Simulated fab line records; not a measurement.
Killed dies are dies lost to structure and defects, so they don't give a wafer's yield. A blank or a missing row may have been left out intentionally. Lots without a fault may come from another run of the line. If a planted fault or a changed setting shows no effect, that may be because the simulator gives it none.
Chamber matching -- flow gf180mcu -- 4 sister chambers for GF_STI_CMP_25 on cmp-02
The step polishes, stops on Si3N4, t overpolish 33 s, target thk 524.6 nm. 14 wafers are shown with their chamber, then 7 later ones without.

== EACH WAFER AND ITS CHAMBER ==
wafer,chamber,motor_current_A (A),time_to_endpoint_s (s),overpolish_run_s (s)
L502.1,2,11.1,127,33.002
L502.5,2,11.3,133,33.012
L502.6,1,11.6,125,33.001
L504.1,1,11.3,126,33.004
L504.4,2,10.8,130,33.004
L504.6,1,11.0,122,32.985
L506.1,2,11.3,128,32.987
L506.2,3,12.7,122,33.022
L506.3,1,11.9,124,33.021
L508.1,3,12.9,122,33.015
L508.2,0,11.5,123,32.997
L508.6,1,11.5,123,32.986
L509.1,2,10.8,130,33.010
L509.3,3,13.5,124,32.992

SIGNATURES (averages over the wafers above)
reading,chamber 0,chamber 1,chamber 2,chamber 3,scatter within a chamber
motor_current_A,11.500,11.460,11.060,13.033,0.324
time_to_endpoint_s,123.00,124.00,129.60,122.67,1.84
overpolish_run_s,32.99700,32.99940,33.00300,33.00967,0.0133
Rule: for each reading, subtract the chamber's mean from the wafer's reading, divide by that reading's scatter and square the result; add these up over the readings and take the root, which gives the wafer's distance from the chamber. The wafer belongs to the nearest chamber; if the next one is less than 2 further off, it can't be placed. The scatter: take each reading less its chamber's mean, square it, sum over the shown wafers, divide by the number of wafers less the number of chambers, and take the root.

== WAFERS WHOSE CHAMBER IS MISSING ==
wafer,motor_current_A (A),time_to_endpoint_s (s),overpolish_run_s (s)
L509.4,12.3,125,32.988
L514.1,11.5,122,32.977
L514.5,11.3,128,33.009
L514.6,11.5,123,33.008
L524.4,11.1,129,32.992
L524.5,11.5,129,33.001
L524.6,13.2,126,33.003

== WHICH CHAMBER EACH WENT THROUGH ==
wafer,from the rows above,in truth
L509.4,can't be placed: 0 or 1 or 3 or 2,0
L514.1,can't be placed: 0 or 1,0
L514.5,can't be placed: 2 or 1 or 0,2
L514.6,can't be placed: 0 or 1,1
L524.4,2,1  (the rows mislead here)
L524.5,can't be placed: 2 or 1 or 0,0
L524.6,3,3
Correct placement for 1 of the 7. Unplaceable from these rows: 5, with the true chamber sitting among the candidates in 5. Number placed wrongly: 1.
